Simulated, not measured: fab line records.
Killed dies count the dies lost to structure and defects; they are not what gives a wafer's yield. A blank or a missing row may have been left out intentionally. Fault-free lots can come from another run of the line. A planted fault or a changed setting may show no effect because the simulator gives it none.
The same fault as seen by 2 desks + flow gf180mcu + only its own numbers are on each desk; what lay behind them is given at the end

FOR THE TOOL OWNER'S DESK: plasmaAsher-03
The tool's own readings at GF_DNWELL_STRIP_08 (strips in O2/N2): means of the sampled wafers that have a number, for each lot that ran on this tool. Any lot whose mean is over 4 standard deviations away from the usual mean is out of limits and marked OUT; that distance is given in the brackets.
Columns: A = drypumpMotorCurrentA at GF_DNWELL_STRIP_08, usual 5.8 A; B = heaterPowerW at GF_DNWELL_STRIP_08, usual 360 W; C = oesProductAu at GF_DNWELL_STRIP_08, usual 0.723 a.u.; D = stripTimeToEndpointS at GF_DNWELL_STRIP_08, usual 36.93 s
| lot  | first seen here | A   | B   | C     | D     |
|------|-----------------|-----|-----|-------|-------|
| L137 | day 3 20:29     | 5.6 | 366 | 0.722 | 36.91 |
| L140 | day 4 13:18     | 5.6 | 369 | 0.724 | 37.03 |
| L142 | day 4 23:10     | 5.8 | 375 | 0.722 | 36.83 |
| L143 | day 5 06:19     | 5.6 | 359 | 0.723 | 37.18 |
| L151 | day 6 23:23     | 5.7 | 340 | 0.728 | 36.77 |
| L153 | day 7 10:14     | 5.6 | 339 | 0.723 | 36.84 |
This desk's verdict: no lot among the 6 shows anything out of limits.

FROM THE METROLOGY DESK
What the gauges read, lot by lot, whatever tool the lot ran on: means of the sampled wafers that have a number. Any lot whose mean is over 4 standard deviations away from the usual mean is out of limits and marked OUT; that distance is given in the brackets.
Columns: A = TOP_METAL_ALCU_RS at GF_TOP_METAL_RS_MEAS_05, usual 0.0328 ohm/sq
| lot  | first seen here | A      |
|------|-----------------|--------|
| L134 | day 27 15:02    | 0.0323 |
| L135 | day 28 13:48    | 0.0330 |
| L136 | day 28 15:44    | 0.0329 |
| L137 | day 29 10:22    | 0.0328 |
| L140 | day 29 17:23    | 0.0331 |
| L142 | day 30 10:13    | 0.0331 |
| L143 | day 30 16:38    | 0.0327 |
| L144 | day 30 17:50    | 0.0327 |
| L145 | day 31 06:26    | 0.0322 |
| L147 | day 31 16:38    | 0.0329 |
| L151 | day 32 17:25    | 0.0329 |
| L153 | day 32 22:59    | 0.0331 |
| L155 | day 33 14:02    | 0.0329 |
This desk's verdict: no lot among the 13 shows anything out of limits.

TAKEN TOGETHER
The tool owner's desk saw nothing out of limits.
From the metrology desk's view, nothing was out of limits.

WHAT WAS PUT IN BY THE SIMULATOR
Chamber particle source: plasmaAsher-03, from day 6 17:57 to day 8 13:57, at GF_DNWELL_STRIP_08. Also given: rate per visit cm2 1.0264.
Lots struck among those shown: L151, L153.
